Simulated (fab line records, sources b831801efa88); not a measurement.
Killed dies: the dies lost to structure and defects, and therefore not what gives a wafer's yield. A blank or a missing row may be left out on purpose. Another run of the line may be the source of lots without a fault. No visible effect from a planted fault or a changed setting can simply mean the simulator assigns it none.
Matching of chambers ; flow sky130 ; rie si-02 running SKY_FIELD_ISO_ETCH_17: 4 sister chambers
The step etches Si in HBr/Cl2/O2, target depth 342 nm, time 97.7 s. 8 wafers are shown with their chamber, then 7 later ones without.

== WAFERS, EACH WITH ITS CHAMBER ==
wafer;chamber;throttle valve pct (%);oes product au (a.u.)
L974.5;1;25.669;0.995
L977.3;2;25.648;0.992
L977.5;3;25.645;1.013
L980.1;1;25.669;1.003
L980.2;0;25.652;1.010
L980.4;2;25.642;1.001
L987.2;0;25.648;1.023
L987.3;3;25.661;0.994

== WAFERS MISSING THEIR CHAMBER ==
wafer;throttle valve pct (%);oes product au (a.u.)
L987.5;25.658;0.998
L993.2;25.658;1.004
L993.4;25.663;0.987
L993.6;25.645;1.001
L994.3;25.657;1.010
L994.5;25.654;0.999
L994.6;25.660;1.006

== THE CHAMBER EACH PASSED THROUGH ==
wafer;from the rows above;in truth
L987.5;can't be placed: 3 or 1 or 2 or 0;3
L993.2;can't be placed: 3 or 1 or 0 or 2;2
L993.4;can't be placed: 1 or 3 or 2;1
L993.6;can't be placed: 2 or 3 or 0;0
L994.3;can't be placed: 3 or 0 or 1 or 2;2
L994.5;can't be placed: 3 or 2 or 0 or 1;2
L994.6;can't be placed: 3 or 1 or 0 or 2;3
Correct placement for 0 of the 7. Not placeable from these rows: 7 (in 7, the candidates include the true chamber). Placed wrongly: 0.
How it was worked out, from the rows above alone: a wafer's distance from a chamber is the root of the sum, over the readings, of the square of ((its reading less the chamber's mean) divided by the reading's scatter). If the next closest chamber is less than 2 further off than the closest, the wafer can't be placed; otherwise it belongs to the closest. A chamber's mean is the mean of its shown wafers. How the scatter is found: for the shown wafers, subtract from each reading the mean of its chamber, square and add these, divide the total by (wafers less chambers), then take the root.
